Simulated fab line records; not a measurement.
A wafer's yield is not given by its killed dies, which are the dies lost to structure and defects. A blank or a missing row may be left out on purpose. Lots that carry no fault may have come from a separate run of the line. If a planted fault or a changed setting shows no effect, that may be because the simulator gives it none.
A struck lot beside a sound one ; flow sfqLine ; 24 out of 325 route steps
Sound: wafers L397.1, L397.2, L397.3. Wafers struck: L396.1, L396.4, L396.6. The cause is named last.
Per side, at each step with rows, come the tool, then ch with its chambers, and then its first start. Under that, the readings that differ: sound wafers ; struck wafers ; difference of the means ; sigmas: that difference in standard deviations of wafers without a fault.
alike: same words and numbers on both sides, and readings whose means sit less than 2 such deviations apart. not compared: any withheld reading, any reading some wafer has no value for, any bound like >300 that may hide the same value, and any number with overlapping values for which the record gives no deviation.
A row with sigmas, a row that says differs or no value, or rows on one side alone: a step with any of these is where the two part. Numbers that don't overlap but have no deviation are shown without sigmas and don't part them. A reading that every wafer of one side lacks parts them only if that side has two wafers or more.

first, 1 step without rows for these wafers: SFQ_TRILAYER_M6_STRIP_SOLV_CLEAN_164 (cleans in NMP, time 600 s).
SFQ_TRILAYER_I6_DEP_PECVD_165: deposits SiO2 from SiH4/N2O, time 111.11 s, target thk 500 nm.
  sound on pecvd-03 ch 0,1,2, day 75 10:02; struck on pecvd-03 ch 1,2, day 75 01:32
  alike: heaterPowerW, showerheadVppV, throttleValvePct
SFQ_TRILAYER_I6_CMP_CMP_166: polishes SiO2.
  sound on cmp-02 ch 0,1,3, day 76 04:25; struck on cmp-02 ch 0,3, day 75 13:25
  alike: motorCurrentA, timeToEndpointS
SFQ_I6_BOW_MEAS_941:
  sound on filmMetro-02, day 76 07:25; struck on filmMetro-02, day 75 16:25
  alike: I6_BOW
SFQ_TRILAYER_I6_METRO_MEASURE_167:
  sound on filmMetro-02, day 76 07:32; struck on filmMetro-02, day 75 16:32
  alike: thkNm
then, 6 steps without rows for these wafers: SFQ_TRILAYER_I6_VIA_LITHO_COAT_174 (resist thk 62 nm); SFQ_TRILAYER_I6_VIA_LITHO_COAT_169 (resist thk 650 nm); SFQ_TRILAYER_I6_VIA_LITHO_SOFTBAKE_173; SFQ_TRILAYER_I6_VIA_LITHO_EXPOSE_170 (exposes mask I6, target cd 700 nm); SFQ_TRILAYER_I6_VIA_LITHO_PEB_172 (peb time 60 s); SFQ_TRILAYER_I6_VIA_LITHO_DEVELOP_171 (time 60 s).
-- the record jumps here: 3 days lie between the struck wafers' starts before and after --
SFQ_I6_OVL_MEAS_942:
  sound on overlay-01, day 79 11:57; struck on overlay-01, day 78 10:38
  alike: I6_OVL
SFQ_TRILAYER_I6_VIA_BARC_OPEN_VIA_ETCH_235: etches BARC in O2, target depth 125 nm, time 41.7 s.
  sound on rieDiel-04 ch 0,2,3, day 79 11:59; struck on rieDiel-02 ch 0,1,3, day 78 10:40
  no value came back on the struck wafers for any of 5 readings (biasW (W), chamberPressureMTorr (mTorr) and others); on the sound wafers biasW (W) reads 79.95 79.85 79.85
reading;sound;struck;difference;sigmas
model.KrF_of_TRILAYER_I6_VIA_LITHO_COAT_169.thkNm (nm);574.1 573.3 572.4;627.7 625.8 629;+54.2;
SFQ_TRILAYER_I6_VIA_ETCH_VIA_ETCH_172: etches SiO2 in CHF3, stops on Nb, target depth 260 nm.
  sound on rieDiel-04 ch 0,2,3, day 79 12:02; struck on rieDiel-02 ch 0,1,3, day 78 10:43
reading;sound;struck;difference;sigmas
oesProductAu (a.u.);0.856 0.847 0.851;0.377 0.370 0.380;-0.476;-88
model.KrF_of_TRILAYER_I6_VIA_LITHO_COAT_169.thkNm (nm);529 528.3 527;583.4 581.3 584.9;+55.1;
  alike: biasW, chamberPressureMTorr, drypumpMotorCurrentA
SFQ_TRILAYER_I6_VIA_STRIP_STRIP_173: strips in O2.
  sound on rieMetal-01 ch 1, day 79 12:08; struck on rieMetal-03 ch 0,1, day 78 10:49
  alike: drypumpMotorCurrentA, oesProductAu
  not compared: rfHoursCounterH
then, 2 steps without rows for these wafers: SFQ_TRILAYER_I6_VIA_STRIP_SOLV_CLEAN_174 (cleans in NMP, time 600 s); SFQ_TRILAYER_M7_DEP_PRE_CLEAN_176 (time 22.5 s).
SFQ_TRILAYER_M7_DEP_SPUTTER_175: material Nb, target thk 200 nm, time 133.3 s.
  sound on pvdSputter-05, day 79 13:33; struck on pvdSputter-03, day 78 11:38
  alike: chamberPressurePa, throttleValvePct
SFQ_M7_RS_MEAS_943: the measuring method here is four-point-probe.
  sound on filmMetro-02, day 79 13:38; struck on filmMetro-01, day 78 11:43
  alike: M7_NB_RS
then, 3 steps without rows for these wafers: SFQ_TRILAYER_M7_LITHO_COAT_182 (resist thk 62 nm); SFQ_TRILAYER_M7_LITHO_COAT_177 (resist thk 600 nm); SFQ_TRILAYER_M7_LITHO_SOFTBAKE_181.
SFQ_TRILAYER_M7_LITHO_EXPOSE_178: exposes mask M7, target cd 500 nm.
  struck on krfScanner-01, day 78 13:29; sound on krfScanner-02 ch 0, day 79 14:41
  no value came back on the struck wafers for exposureDoseMJCm2, focusOffsetNm (nm); on the sound wafers exposureDoseMJCm2 reads 14.411 14.408 14.410
  alike: mask
then, 1 step without rows for these wafers: SFQ_TRILAYER_M7_LITHO_PEB_180 (peb time 60 s).

== WHERE THEY PART ==
At SFQ_TRILAYER_I6_VIA_BARC_OPEN_VIA_ETCH_235 first; at SFQ_TRILAYER_M7_LITHO_EXPOSE_178 last (within this record only).

WHY: what the simulator had put in
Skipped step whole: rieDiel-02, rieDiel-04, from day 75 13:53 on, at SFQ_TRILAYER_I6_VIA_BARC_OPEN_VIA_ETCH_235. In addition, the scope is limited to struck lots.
